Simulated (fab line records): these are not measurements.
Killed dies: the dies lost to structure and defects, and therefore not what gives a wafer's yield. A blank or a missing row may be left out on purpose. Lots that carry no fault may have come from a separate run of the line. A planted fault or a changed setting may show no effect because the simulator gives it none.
fab line records	flow sky130	part 1 of 2: steps 1 to 26 of 36
record lots=5	wafers=15	last_day=51
route steps=708 shown LI_CONTACT@374 LOCAL_INTERCONNECT@387 CONTACT@406
lots that met no fault: from a run of the same line without faults
start_h: the number of hours between the record's first day and the start of the first shown wafer of the lot	wait_h: how many hours have passed since the lot's step before this one	" the same as in the row above	L1.1+2: a row that stands for several wafers	- no value, or no start was given	* or withheld: withheld	< > ~ a bound
route shown NAME@n: names a module that has steps shown in the file, with the first one's number in the route	usual: average and standard deviation across the fault-free wafers	same: alike in all rows	chamber/n: place in a boat	sites: the reading at each site	_std_site: standard deviation across them	_edge_site: the outer-site mean with the inner-site mean subtracted	radius_mm: for every site, how far away it sits from the centre of the wafer	mask NAME#n: copy n	behind: tool/chamber where the wafer was last shaped	hold: cause of the lot's hold/its duration in hours/its outcome	device: the n, p or np transistor that did not switch	end of line: the route-end tests of the same wafers	a step given without rows: its recipe and nothing more	killed: count of dies lost to structure and defects at first sort (not the wafer's yield)	map: the dies of a wafer, with x for killed, . for not killed, _ for no die there
set.NAME: the setting that was run; set.NAME@STEP: the one run at that earlier step	model.NAME: the simulator's own value behind a step, which no gauge read
lots at selected steps of the route; one table per step, one row per wafer
services: from which hour (start_h, from the record's first day; less than 0 if before it) a tool's chamber was out of use, for how many hours, and why
## steps
# step SKY_LI_CONTACT_CD_MEAS_12
# recipe target_cd_nm=170
# usual cd_nm=170.5/1.5
lot.wafer	tool	chamber	start_h	wait_h	cd_nm
L080.3	cd_sem-01	-	747.29	-	170.7
L080.4	"	-	"	"	170.9
L080.6	"	-	"	"	169.5
L085.1	cd_sem-01	-	780.05	-	168.0
L085.2	"	-	"	"	169.2
L085.3	"	-	"	"	168.7
L086.2	cd_sem-02	-	799.62	-	172.8
L086.4	"	-	"	"	172.4
L086.5	"	-	"	"	172.1
L092.2	cd_sem-01	-	829.97	-	170.2
L092.4	"	-	"	"	168.4
L092.5	"	-	"	"	167.8
L095.2	cd_sem-02	-	860.92	-	169.8
L095.4	"	-	"	"	169.3
L095.5	"	-	"	"	169.5
# step SKY_LI_CONTACT_OVL_MEAS_13
# usual LI_CONTACT_OVL=0/5.5
lot.wafer	tool	chamber	start_h	wait_h	LI_CONTACT_OVL[nm]
L080.3	overlay-01	-	747.38	0.1	-6
L080.4	"	-	"	"	-11
L080.6	"	-	"	"	-2
L085.1	overlay-01	-	780.17	0.1	-7
L085.2	"	-	"	"	-5
L085.3	"	-	"	"	-10
L086.2	overlay-02	-	799.73	0.1	-1
L086.4	"	-	"	"	4
L086.5	"	-	"	"	2
L092.2	overlay-02	-	830.08	0.1	-11
L092.4	"	-	"	"	-10
L092.5	"	-	"	"	-6
L095.2	overlay-02	-	861.02	0.1	3
L095.4	"	-	"	"	8
L095.5	"	-	"	"	2
# step SKY_LI_CONTACT_ETCH_14
# recipe chemistry=N2/H2	target=BARC	ion_energy_ev=200	source_w=500	bias_w=100	pressure_mtorr=30	n2_flow_sccm=100	h2_flow_sccm=200	stop_on=SiO2	time_s=45.9	target_depth_a=600
# usual drypump_motor_current_A=5.9/0.45	oes_product_au=0.851/0.0053	throttle_valve_pct=13.225/0.0094
# same time_s=45.9
lot.wafer	tool	chamber	start_h	wait_h	drypump_motor_current_A	oes_product_au	rf_hours_counter_h	throttle_valve_pct
L080.3	rie_diel-03	0	747.41	0.0	5.7	0.850	13	13.224
L080.4	"	3	"	"	6.4	0.865	4	13.229
L080.6	"	0	"	"	5.7	0.845	-	13.214
L085.1	rie_diel-03	1	780.21	0.0	5.8	0.856	6	13.216
L085.2	"	3	"	"	6.4	0.866	5	13.220
L085.3	"	2	"	"	5.2	0.845	4	13.221
L086.2	rie_diel-02	3	799.76	0.0	5.6	0.850	6	13.222
L086.4	"	2	"	"	6.8	0.853	5	13.234
L086.5	"	0	"	"	5.7	0.854	-	13.230
L092.2	rie_diel-03	3	830.11	0.0	6.4	0.846	6	13.224
L092.4	"	2	"	"	5.3	0.848	5	13.228
L092.5	"	1	"	"	5.8	0.852	-	13.231
L095.2	rie_diel-02	1	861.05	0.0	6.6	0.849	2	13.221
L095.4	"	2	"	"	6.8	0.860	6	13.234
L095.5	"	2	"	"	6.8	0.853	-	13.244
# step SKY_LI_CONTACT_ETCH_15
# recipe target=PSG	chemistry=C4F8/O2/Ar	stop_on=Si	taper_deg=4.15	mask_material=KrF-thick	source_w=1500	bias_w=1200	pressure_mtorr=40	c4f8_flow_sccm=withheld	O2_flow_sccm=6	Ar_flow_sccm=300	time_s=withheld	target_depth_a=6000
# usual oes_product_au=0.837/0.0046
lot.wafer	tool	chamber	start_h	wait_h	oes_product_au
L080.3	rie_diel-03	0	747.45	0.0	0.832
L080.4	"	3	"	"	0.846
L080.6	"	0	"	"	0.837
L085.1	rie_diel-03	1	780.25	0.0	0.839
L085.2	"	3	"	"	0.830
L085.3	"	2	"	"	0.830
L086.2	rie_diel-02	3	799.80	0.0	0.834
L086.4	"	2	"	"	0.834
L086.5	"	0	"	"	0.843
L092.2	rie_diel-03	3	830.15	0.0	0.831
L092.4	"	2	"	"	0.837
L092.5	"	1	"	"	0.839
L095.2	rie_diel-02	1	861.10	0.0	0.843
L095.4	"	2	"	"	0.833
L095.5	"	2	"	"	0.833
# step SKY_LI_CONTACT_STRIP_16
# recipe chemistry=O2/N2	power_w=1400	pressure_mtorr=1500	platen_temp_c=withheld	o2_flow_sccm=3000	n2_flow_sccm=300	overash_fraction=0.5
# usual drypump_motor_current_A=5.8/0.43	oes_product_au=0.376/0.005	strip_time_to_endpoint_s=3.49/0.039
lot.wafer	tool	chamber	start_h	wait_h	drypump_motor_current_A	oes_product_au	rf_hours_counter_h	strip_time_to_endpoint_s
L080.3	plasma_asher-02	0	747.57	-	5.6	0.381	-	3.45
L080.4	"	1	"	"	6.4	0.377	-	3.45
L080.6	"	0	"	"	5.7	0.375	-	3.46
L085.1	plasma_asher-04	1	780.34	-	5.7	0.376	34	3.46
L085.2	"	0	"	"	6.3	0.382	34	3.54
L085.3	"	0	"	"	6.2	0.381	-	3.55
L086.2	plasma_asher-02	1	799.89	-	6.3	0.380	61	3.53
L086.4	"	0	"	"	5.7	0.374	-	3.51
L086.5	"	1	"	"	6.4	0.392	-	3.56
L092.2	plasma_asher-02	0	830.24	-	5.7	0.376	64	3.49
L092.4	"	1	"	"	6.3	0.368	-	3.54
L092.5	"	1	"	"	6.3	0.371	-	3.47
L095.2	plasma_asher-04	1	861.18	-	5.7	0.378	42	3.51
L095.4	"	1	"	"	5.7	0.378	-	3.52
L095.5	"	0	"	"	6.2	0.376	-	3.50
# step SKY_LI_CONTACT_CLEAN_17
# recipe chemistry=NMP	time_s=600	temp_c=60	dry=n2_spin
# same time_s=600
lot.wafer	tool	chamber	start_h	wait_h
L080.3+4+6	wet_bench-03	3	747.64	0.0
L085.1+2+3	wet_bench-02	3	780.44	0.1
L086.2+4+5	wet_bench-03	1	799.99	0.1
L092.2+4+5	wet_bench-02	1	830.34	0.1
L095.2+4+5	wet_bench-03	0	861.28	0.1
# step SKY_LI_CONTACT_PRE_CLEAN_18
# recipe gas=Ar	time_s=5.6	bias_v=358
# same time_s=5.6
lot.wafer	tool	chamber	start_h	wait_h
L080.3+4+6	pvd_sputter-02	-	747.84	0.0
L085.1+2+3	pvd_sputter-03	-	780.64	0.0
L086.2+4+5	pvd_sputter-03	-	800.16	0.0
L092.2+4+5	pvd_sputter-04	-	830.51	0.0
L095.2+4+5	pvd_sputter-02	-	861.46	0.0
# step SKY_LI_CONTACT_SPUTTER_19
# recipe material=Ti	target_thk_nm=20	chamber_pressure_pa=5	power_w=2500	substrate_temp_c=200	time_s=106.37
# usual cathode_dc_power_W=2500.0/0.45	throttle_valve_pct=30.3/0.89
# same time_s=106.37
lot.wafer	tool	chamber	start_h	wait_h	cathode_dc_power_W	throttle_valve_pct
L080.3	pvd_sputter-02	-	747.86	0.0	2500.4	30.1
L080.4	"	-	"	"	2499.9	31.1
L080.6	"	-	"	"	2499.8	29.6
L085.1	pvd_sputter-03	-	780.66	0.0	2499.9	31.6
L085.2	"	-	"	"	2500.4	30.5
L085.3	"	-	"	"	2500.0	29.8
L086.2	pvd_sputter-03	-	800.18	0.0	2500.0	28.8
L086.4	"	-	"	"	2500.1	29.7
L086.5	"	-	"	"	2500.3	30.3
L092.2	pvd_sputter-04	-	830.53	0.0	2499.9	29.7
L092.4	"	-	"	"	2500.1	30.0
L092.5	"	-	"	"	2499.9	30.3
L095.2	pvd_sputter-02	-	861.48	0.0	2499.8	29.4
L095.4	"	-	"	"	2500.4	29.8
L095.5	"	-	"	"	2499.3	29.8
# step SKY_LI_CONTACT_SPUTTER_20
# recipe material=TiN	target_thk_nm=20	chamber_pressure_pa=5	power_w=4000	time_s=80
# usual cathode_dc_power_W=4000.1/0.79	throttle_valve_pct=30.3/0.87
# same time_s=80
lot.wafer	tool	chamber	start_h	wait_h	cathode_dc_power_W	throttle_valve_pct
L080.3	pvd_sputter-02	-	747.94	0.0	4000.0	30.3
L080.4	"	-	"	"	4000.3	31.4
L080.6	"	-	"	"	4001.0	29.6
L085.1	pvd_sputter-03	-	780.74	0.0	3999.2	31.5
L085.2	"	-	"	"	3999.6	30.3
L085.3	"	-	"	"	4000.6	29.8
L086.2	pvd_sputter-03	-	800.26	0.0	3999.2	28.8
L086.4	"	-	"	"	4001.0	29.9
L086.5	"	-	"	"	4000.5	30.2
L092.2	pvd_sputter-04	-	830.61	0.0	4001.1	30.0
L092.4	"	-	"	"	3999.3	30.0
L092.5	"	-	"	"	4001.8	29.8
L095.2	pvd_sputter-02	-	861.55	0.0	4000.5	30.0
L095.4	"	-	"	"	4000.5	30.1
L095.5	"	-	"	"	3999.6	29.8
# step SKY_LI_CONTACT_CVD_21
# recipe material=W	target_thk_nm=400	time_s=120.56	temp_c=400	pressure_torr=40
# usual heater_power_w=842/50
# same time_s=120.56
lot.wafer	tool	chamber	start_h	wait_h	heater_power_w
L080.3	cvd_w-01	1	748.04	0.1	831
L080.4	"	0	"	"	884
L080.6	"	1	"	"	814
L085.1	cvd_w-02	1	780.80	0.0	774
L085.2	"	0	"	"	901
L085.3	"	0	"	"	900
L086.2	cvd_w-02	0	800.32	0.0	906
L086.4	"	1	"	"	773
L086.5	"	0	"	"	916
L092.2	cvd_w-02	0	830.67	0.0	887
L092.4	"	0	"	"	888
L092.5	"	1	"	"	772
L095.2	cvd_w-01	1	861.61	0.0	813
L095.4	"	0	"	"	901
L095.5	"	1	"	"	808
# step SKY_LI_CONTACT_RS_MEAS_22
# recipe thk_meas_gauge=four-point-probe	reads=W_of_LI_CONTACT_CVD_21+TiN_of_LI_CONTACT_SPUTTER_20+Ti_of_LI_CONTACT_SPUTTER_19
# usual LI_CONTACT_W_RS=0.2836/0.0029
lot.wafer	tool	chamber	start_h	wait_h	LI_CONTACT_W_RS[ohm/sq]
L080.3	film_metro-03	-	748.17	0.1	0.2870
L080.4	"	-	"	"	0.2858
L080.6	"	-	"	"	0.2885
L085.1	film_metro-04	-	780.93	0.1	0.2848
L085.2	"	-	"	"	0.2804
L085.3	"	-	"	"	0.2798
L086.2	film_metro-04	-	800.46	0.1	0.2792
L086.4	"	-	"	"	0.2869
L086.5	"	-	"	"	0.2795
L092.2	film_metro-03	-	830.81	0.1	0.2836
L092.4	"	-	"	"	0.2822
L092.5	"	-	"	"	0.2869
L095.2	film_metro-04	-	861.76	0.1	0.2840
L095.4	"	-	"	"	0.2854
L095.5	"	-	"	"	0.2864
# step SKY_LI_CONTACT_THK_MEAS_23
# recipe thk_meas_gauge=xrf	reads=W_of_LI_CONTACT_CVD_21
# usual LI_CONTACT_W_THK=414/5.7
lot.wafer	tool	chamber	start_h	wait_h	LI_CONTACT_W_THK[nm]
L080.3	film_metro-03	-	748.27	0.1	403
L080.4	"	-	"	"	407
L080.6	"	-	"	"	401
L085.1	film_metro-04	-	781.05	0.1	418
L085.2	"	-	"	"	425
L085.3	"	-	"	"	425
L086.2	film_metro-04	-	800.57	0.1	420
L086.4	"	-	"	"	413
L086.5	"	-	"	"	421
L092.2	film_metro-03	-	830.92	0.1	411
L092.4	"	-	"	"	412
L092.5	"	-	"	"	403
L095.2	film_metro-04	-	861.87	0.1	418
L095.4	"	-	"	"	416
L095.5	"	-	"	"	410
# step SKY_LI_CONTACT_CMP_24
# recipe stop_on=PSG	t_overpolish_s=20	down_force_psi=3.5	platen_rpm=60	target_thk_nm=0	pad_velocity_m_s=0.94248
# usual motor_current_A=11.4/1.2	overpolish_run_s=20.000/0.0094	time_to_endpoint_s=96/4
lot.wafer	tool	chamber	start_h	wait_h	motor_current_A	overpolish_run_s	time_to_endpoint_s
L080.3	cmp-01	1	748.41	0.1	13.5	19.992	87
L080.4	"	2	"	"	10.6	19.989	94
L080.6	"	3	"	"	10.7	20.010	88
L085.1	cmp-01	0	781.11	0.1	12.4	19.998	96
L085.2	"	1	"	"	13.1	19.992	94
L085.3	"	3	"	"	10.2	20.016	93
L086.2	cmp-01	3	800.67	0.1	9.8	20.000	93
L086.4	"	1	"	"	13.5	20.022	89
L086.5	"	3	"	"	10.3	20.007	94
L092.2	cmp-02	1	832.43	1.5	11.6	20.005	95
L092.4	"	2	"	"	10.7	19.996	93
L092.5	"	2	"	"	10.8	19.993	88
L095.2	cmp-01	2	861.92	0.0	10.5	20.002	95
L095.4	"	3	"	"	10.6	20.002	90
L095.5	"	3	"	"	10.6	19.994	88
# step SKY_LOCAL_INTERCONNECT_SPUTTER_00
# recipe material=TiN	target_thk_nm=100	temp_c=300	power_w=6500	time_s=83.3	chamber_pressure_pa=0.4
# usual cathode_dc_power_W=6500.0/1.1	throttle_valve_pct=30.1/0.96
# same time_s=83.3
lot.wafer	tool	chamber	start_h	wait_h	cathode_dc_power_W	throttle_valve_pct
L080.3	pvd_sputter-01	-	748.61	0.1	6500.2	30.3
L080.4	"	-	"	"	6499.1	29.1
L080.6	"	-	"	"	6499.8	31.9
L085.1	pvd_sputter-04	-	781.41	0.2	6500.9	31.4
L085.2	"	-	"	"	6500.1	30.0
L085.3	"	-	"	"	6500.4	29.6
L086.2	pvd_sputter-01	-	800.92	0.2	6500.7	28.9
L086.4	"	-	"	"	6498.7	28.8
L086.5	"	-	"	"	6498.9	31.6
L092.2	pvd_sputter-01	-	832.73	0.2	6501.0	28.8
L092.4	"	-	"	"	6499.8	32.1
L092.5	"	-	"	"	6501.1	28.8
L095.2	pvd_sputter-04	-	862.22	0.2	6499.9	30.1
L095.4	"	-	"	"	6500.9	29.8
L095.5	"	-	"	"	6502.9	30.8
# step SKY_LOCAL_INTERCONNECT_RS_MEAS_01
# recipe thk_meas_gauge=four-point-probe	reads=TiN_of_LOCAL_INTERCONNECT_SPUTTER_00
# usual LOCAL_INTERCONNECT_TIN_RS=14.19/0.17
lot.wafer	tool	chamber	start_h	wait_h	LOCAL_INTERCONNECT_TIN_RS[ohm/sq]
L080.3	film_metro-01	-	748.71	0.1	14.01
L080.4	"	-	"	"	13.96
L080.6	"	-	"	"	13.94
L085.1	film_metro-04	-	781.47	0.0	13.87
L085.2	"	-	"	"	14.47
L085.3	"	-	"	"	14.09
L086.2	film_metro-03	-	801.01	0.1	14.10
L086.4	"	-	"	"	14.10
L086.5	"	-	"	"	14.10
L092.2	film_metro-01	-	832.82	0.1	14.40
L092.4	"	-	"	"	14.24
L092.5	"	-	"	"	14.30
L095.2	film_metro-03	-	862.30	0.1	14.33
L095.4	"	-	"	"	14.27
L095.5	"	-	"	"	14.07
# step SKY_LOCAL_INTERCONNECT_THK_MEAS_02
# recipe thk_meas_gauge=xrf	reads=TiN_of_LOCAL_INTERCONNECT_SPUTTER_00
# usual LOCAL_INTERCONNECT_TIN_THK=100.1/1.2
lot.wafer	tool	chamber	start_h	wait_h	LOCAL_INTERCONNECT_TIN_THK[nm]
L080.3	film_metro-01	-	748.81	0.1	100.4
L080.4	"	-	"	"	101.6
L080.6	"	-	"	"	101.3
L085.1	film_metro-04	-	781.59	0.1	101.9
L085.2	"	-	"	"	98.4
L085.3	"	-	"	"	100.5
L086.2	film_metro-03	-	801.12	0.1	100.9
L086.4	"	-	"	"	101.3
L086.5	"	-	"	"	100.8
L092.2	film_metro-01	-	832.93	0.1	98.0
L092.4	"	-	"	"	99.3
L092.5	"	-	"	"	99.1
L095.2	film_metro-03	-	862.41	0.1	98.9
L095.4	"	-	"	"	99.8
L095.5	"	-	"	"	100.5
# step SKY_LOCAL_INTERCONNECT_DEHYDRATE_03
# recipe temp_c=200	time_s=60
# usual plate_temp_C=200.00/0.18
# same time_s=60
lot.wafer	tool	chamber	start_h	wait_h	plate_temp_C
L080.3	litho_track-03	0	761.80	13.0	200.34
L080.4	"	0	"	"	200.35
L080.6	"	0	"	"	199.93
L085.1	litho_track-01	0	793.70	12.1	199.75
L085.2	"	0	"	"	200.05
L085.3	"	0	"	"	199.85
L086.2	litho_track-03	0	813.77	12.6	199.69
L086.4	"	0	"	"	199.61
L086.5	"	0	"	"	199.87
L092.2	litho_track-03	0	845.42	12.5	199.88
L092.4	"	0	"	"	199.88
L092.5	"	0	"	"	199.83
L095.2	litho_track-01	0	874.87	12.5	200.10
L095.4	"	0	"	"	200.00
L095.5	"	0	"	"	200.06
# step SKY_LOCAL_INTERCONNECT_HMDS_04
# recipe prime_time_s=60	prime_temp_c=120
lot.wafer	tool	chamber	start_h	wait_h
L080.3+4+6	litho_track-03	0	761.95	0.1
L085.1+2+3	litho_track-01	0	793.85	0.1
L086.2+4+5	litho_track-03	0	813.92	0.1
L092.2+4+5	litho_track-03	0	845.57	0.1
L095.2+4+5	litho_track-01	0	875.02	0.1
# step SKY_LOCAL_INTERCONNECT_COAT_05
# recipe resist=BARC	temp_c=withheld	time_s=withheld	spin_rpm=3000	resist_thk_nm=60
lot.wafer	tool	chamber	start_h	wait_h
L080.3+4+6	litho_track-03	0	762.10	0.1
L085.1+2+3	litho_track-01	0	794.00	0.1
L086.2+4+5	litho_track-03	0	814.07	0.1
L092.2+4+5	litho_track-03	0	845.72	0.1
L095.2+4+5	litho_track-01	0	875.17	0.1
# step SKY_LOCAL_INTERCONNECT_COAT_06
# recipe resist=KrF-thick	spin_rpm=3000	resist_thk_nm=450
lot.wafer	tool	chamber	start_h	wait_h
L080.3+4+6	litho_track-03	0	-	-
L085.1+2+3	litho_track-01	0	-	-
L086.2+4+5	litho_track-03	0	-	-
L092.2+4+5	litho_track-03	0	-	-
L095.2+4+5	litho_track-01	0	-	-
# step SKY_LOCAL_INTERCONNECT_SOFTBAKE_07
# recipe temp_c=100	time_s=90	resist=KrF-thick
# usual plate_temp_C=100.01/0.12
# same time_s=90
lot.wafer	tool	chamber	start_h	wait_h	plate_temp_C
L080.3	litho_track-03	0	-	-	99.95
L080.4	"	0	"	"	99.96
L080.6	"	0	"	"	99.94
L085.1	litho_track-01	0	-	-	100.12
L085.2	"	0	"	"	100.17
L085.3	"	0	"	"	99.87
L086.2	litho_track-03	0	-	-	100.05
L086.4	"	0	"	"	100.00
L086.5	"	0	"	"	99.98
L092.2	litho_track-03	0	-	-	99.95
L092.4	"	0	"	"	99.81
L092.5	"	0	"	"	100.10
L095.2	litho_track-01	0	-	-	100.14
L095.4	"	0	"	"	100.10
L095.5	"	0	"	"	99.89
# step SKY_LOCAL_INTERCONNECT_EXPOSE_08
# recipe mask_id=LI1M	na=0.8	source_shape=annular	sigma_inner=0.55	sigma_outer=0.85	target_cd_nm=170	dose_mj=28
# usual exposure_dose_mJ_cm2=28.00/0.031
lot.wafer	tool	chamber	start_h	wait_h	mask	exposure_dose_mJ_cm2
L080.3	krf_scanner-02	0	-	-	LI1M#0	28.02
L080.4	"	0	"	"	LI1M#0	28.04
L080.6	"	0	"	"	LI1M#0	28.07
L085.1	krf_scanner-02	0	-	-	LI1M#0	28.01
L085.2	"	0	"	"	LI1M#0	28.01
L085.3	"	0	"	"	LI1M#0	28.00
L086.2	krf_scanner-02	0	-	-	LI1M#0	28.03
L086.4	"	0	"	"	LI1M#0	28.08
L086.5	"	0	"	"	LI1M#0	28.01
L092.2	krf_scanner-01	0	-	-	LI1M#0	28.01
L092.4	"	0	"	"	LI1M#0	27.98
L092.5	"	0	"	"	LI1M#0	27.99
L095.2	krf_scanner-01	0	-	-	LI1M#0	28.00
L095.4	"	0	"	"	LI1M#0	27.99
L095.5	"	0	"	"	LI1M#0	27.98
# step SKY_LOCAL_INTERCONNECT_PEB_09
# recipe peb_temp_c=withheld	peb_time_s=withheld	resist=KrF-thick
lot.wafer	tool	chamber	start_h	wait_h
L080.3+4+6	litho_track-03	0	-	-
L085.1+2+3	litho_track-03	0	-	-
L086.2+4+5	litho_track-04	0	-	-
L092.2+4+5	litho_track-03	0	-	-
L095.2+4+5	litho_track-01	0	-	-
# step SKY_LOCAL_INTERCONNECT_DEVELOP_10
# recipe develop_time_s=60	resist=KrF-thick	dev_temp_c=21
lot.wafer	tool	chamber	start_h	wait_h
L080.3+4+6	litho_track-03	0	-	-
L085.1+2+3	litho_track-03	0	-	-
L086.2+4+5	litho_track-04	0	-	-
L092.2+4+5	litho_track-03	0	-	-
L095.2+4+5	litho_track-01	0	-	-
# step SKY_LOCAL_INTERCONNECT_CD_MEAS_11
# recipe target_cd_nm=170
# usual cd_nm=169.7/1.5
lot.wafer	tool	chamber	start_h	wait_h	cd_nm
L080.3	cd_sem-02	-	776.04	-	169.9
L080.4	"	-	"	"	168.7
L080.6	"	-	"	"	168.4
L085.1	cd_sem-02	-	808.15	-	169.4
L085.2	"	-	"	"	168.7
L085.3	"	-	"	"	169.3
L086.2	cd_sem-01	-	827.92	-	169.2
L086.4	"	-	"	"	168.0
L086.5	"	-	"	"	169.7
L092.2	cd_sem-01	-	859.97	-	169.4
L092.4	"	-	"	"	168.9
L092.5	"	-	"	"	169.0
L095.2	cd_sem-01	-	888.97	-	170.3
L095.4	"	-	"	"	173.7
L095.5	"	-	"	"	171.5
# step SKY_LOCAL_INTERCONNECT_OVL_MEAS_12
# usual LOCAL_INTERCONNECT_OVL=0/6.3
lot.wafer	tool	chamber	start_h	wait_h	LOCAL_INTERCONNECT_OVL[nm]
L080.3	overlay-02	-	776.13	0.1	-7
L080.4	"	-	"	"	-15
L080.6	"	-	"	"	-11
L085.1	overlay-02	-	808.27	0.1	-4
L085.2	"	-	"	"	-1
L085.3	"	-	"	"	-3
L086.2	overlay-02	-	828.03	0.1	-9
L086.4	"	-	"	"	-13
L086.5	"	-	"	"	-16
L092.2	overlay-02	-	860.07	0.1	-8
L092.4	"	-	"	"	-4
L092.5	"	-	"	"	0
L095.2	overlay-02	-	889.07	0.1	4
L095.4	"	-	"	"	1
L095.5	"	-	"	"	-2
